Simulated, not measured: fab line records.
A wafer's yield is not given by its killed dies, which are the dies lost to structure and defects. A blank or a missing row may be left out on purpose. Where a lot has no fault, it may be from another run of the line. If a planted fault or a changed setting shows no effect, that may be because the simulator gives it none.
Which tool did it? | flow sky130 | Sampling: 6 lots, 18 wafers, 2 of 708 route steps

WHAT EACH GAUGE READ, for each wafer
SKY_SONOS_ONO_THK_MEAS_05.
lot  | measured     | on            | SONOS_ONO_CVD_04_THK (nm)
L942 | day 12 03:40 | film-metro-01 | 5.64 5.70 5.73
L944 | day 12 22:49 | film-metro-01 | 5.67 5.74 5.71
L946 | day 13 09:34 | film-metro-01 | 5.69 5.73 5.68
L948 | day 14 10:11 | film-metro-03 | 5.76 5.68 5.57
L952 | day 15 18:28 | film-metro-04 | 5.86 5.83 5.83
L958 | day 17 09:19 | film-metro-04 | 10.77 10.80 10.83

TOOL THAT RAN EACH LOT (tool first, then ch and the chambers of the sampled wafers, then the start)
lot  | SKY_SONOS_ONO_CVD_04
L942 | lpcvd-03 ch 1, day 12 02:25
L944 | lpcvd-03 ch 0, day 12 21:34
L946 | lpcvd-03 ch 1, day 13 08:19
L948 | lpcvd-03 ch 0, day 14 08:56
L952 | lpcvd-03 ch 1, day 15 17:11
L958 | lpcvd-03 ch 0, day 17 08:04
- SKY_SONOS_ONO_CVD_04: deposits SiO2 from SiH4/N2O, target thk 5.7199 nm.

THE ANSWER, worked out from the rows above alone
Rule: usual is defined by the lots themselves. The widest of any qualifying gaps counts: lots, ordered by their means at a reading, are off when they make up no more than a third of the lots, leave a main group of 4 or more, and stand apart from it by 3 or more times the standard deviation of that group's means. If all means in a main group match to the digits the tables above print for the reading, that group is not used. Also off: a lot with no number at a reading for which 4 or more lots have one. Any other lot the step has rows for is counted as sound.
Off: L958, seen at SKY_SONOS_ONO_THK_MEAS_05 (SONOS_ONO_CVD_04_THK). The main group: mean 5.72 nm, standard deviation 0.061.
If a tool, at a process step before that reading, ran all the lots that are off and no sound lot after the first of them, it fits. The gauges at SKY_SONOS_ONO_THK_MEAS_05 are tried like those tools. Undecided on this evidence; 2 tools fit (lpcvd-03 at SKY_SONOS_ONO_CVD_04, film-metro-04 at SKY_SONOS_ONO_THK_MEAS_05).

WHAT THE SIMULATOR HAD INSERTED
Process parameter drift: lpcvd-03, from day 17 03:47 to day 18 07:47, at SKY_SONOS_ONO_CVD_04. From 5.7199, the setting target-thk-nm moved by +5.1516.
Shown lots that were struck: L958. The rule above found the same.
